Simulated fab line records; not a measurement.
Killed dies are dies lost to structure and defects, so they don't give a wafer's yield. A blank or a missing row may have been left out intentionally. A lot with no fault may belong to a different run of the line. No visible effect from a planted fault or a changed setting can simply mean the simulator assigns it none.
A lot that was struck, set against a sound lot | flow sfqLine | 14 out of 325 route steps
Sound: these wafers, L384.2, L384.3, L384.5. Wafers struck: L392.1, L392.2, L392.4. The cause is named last.
Per side, at each step with rows, come the tool, then ch with its chambers, and then its first start. Under that, the readings that differ: sound wafers | struck wafers | difference of the means | sigmas: that difference in standard deviations of wafers without a fault.
alike: readings with means less than 2 such deviations apart, plus words and numbers identical on both sides. not compared: withheld readings, readings lacking a value on some wafer, bounds such as >300 that could conceal the same value, and numbers that have no deviation in the record and whose values overlap.
The two part at a step that has a row with sigmas, a row that says differs or no value, or rows on one side only. Non-overlapping numbers with no deviation appear without sigmas and do not part them. Lack of a reading on every wafer of one side parts them only where that side has two or more wafers.

SFQ_TRILAYER_M2_BARC_OPEN_METAL_ETCH_077: etches BARC in O2, target depth 125 nm, time 41.7 s.
  sound on rieMetal-04 ch 0,1, day 25 08:31; struck on rieMetal-01 ch 0,1, day 28 13:14
  alike: drypumpMotorCurrentA, oesProductAu
  not compared: rfHoursCounterH
SFQ_TRILAYER_M2_ETCH_METAL_ETCH_060: etches Nb in Cl2/Ar, stops on SiO2, target depth 240 nm, time 120 s.
  sound on rieMetal-04 ch 0,1, day 25 08:35; struck on rieMetal-01 ch 0,1, day 28 13:17
  alike: drypumpMotorCurrentA, oesProductAu
  not compared: rfHoursCounterH
SFQ_TRILAYER_M2_STRIP_STRIP_061: strips in O2.
  sound on rieMetal-04 ch 0,1, day 25 08:42; struck on rieMetal-01 ch 0,1, day 28 13:25
  alike: drypumpMotorCurrentA, oesProductAu
  not compared: rfHoursCounterH
then, 1 step without rows for these wafers: SFQ_TRILAYER_M2_STRIP_SOLV_CLEAN_062 (cleans in NMP, time 600 s).
SFQ_TRILAYER_I2_DEP_PECVD_063: deposits SiO2 from SiH4/N2O, time 111.11 s, target thk 500 nm.
  sound on pecvd-04 ch 0,2, day 25 09:29; struck on pecvd-03 ch 0,1,2, day 28 14:11
  alike: heaterPowerW, throttleValvePct
  not compared: sinceWetCleanH
then, 1 step without rows for these wafers: SFQ_TRILAYER_I2_CMP_CMP_064 (polishes SiO2).
SFQ_I2_BOW_MEAS_917:
  sound on filmMetro-02 at day 25 13:11; struck on filmMetro-02 at day 28 17:16
  alike: I2_BOW
SFQ_TRILAYER_I2_METRO_MEASURE_065:
  sound on filmMetro-02 at day 25 13:29; struck on filmMetro-02 at day 28 17:23
  alike: thkNm
then, 4 steps without rows for these wafers: SFQ_TRILAYER_I2_VIA_LITHO_COAT_072 (resist thk 62 nm); SFQ_TRILAYER_I2_VIA_LITHO_COAT_067 (resist thk 650 nm); SFQ_TRILAYER_I2_VIA_LITHO_SOFTBAKE_071; SFQ_TRILAYER_I2_VIA_LITHO_EXPOSE_068 (exposes mask I2, target cd 500 nm).
-- the record jumps here: 6 days lie between the struck wafers' starts before and after --
SFQ_TRILAYER_I2_VIA_LITHO_PEB_070: peb time 60 s.
  sound on lithoTrack-04 ch 0, day 32 11:59; struck on lithoTrack-03 ch 0, day 34 21:48
reading               | sound                | struck               | difference | sigmas
heaterPowerTotalW (W) | 79.13 79.18 79.12    | 75.04 75.10 75.17    | -4.04      | -55
plateTempC (C)        | 115.04 115.13 114.94 | 110.73 110.55 110.67 | -4.39      | -34
then, 1 step without rows for these wafers: SFQ_TRILAYER_I2_VIA_LITHO_DEVELOP_069 (time 60 s).

== WHERE THEY PART ==
Only at SFQ_TRILAYER_I2_VIA_LITHO_PEB_070, as far as this record shows.

WHY: whatever the simulator had introduced
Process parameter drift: lithoTrack-03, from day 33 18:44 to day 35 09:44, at SFQ_TRILAYER_I2_VIA_LITHO_PEB_070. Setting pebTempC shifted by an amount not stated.
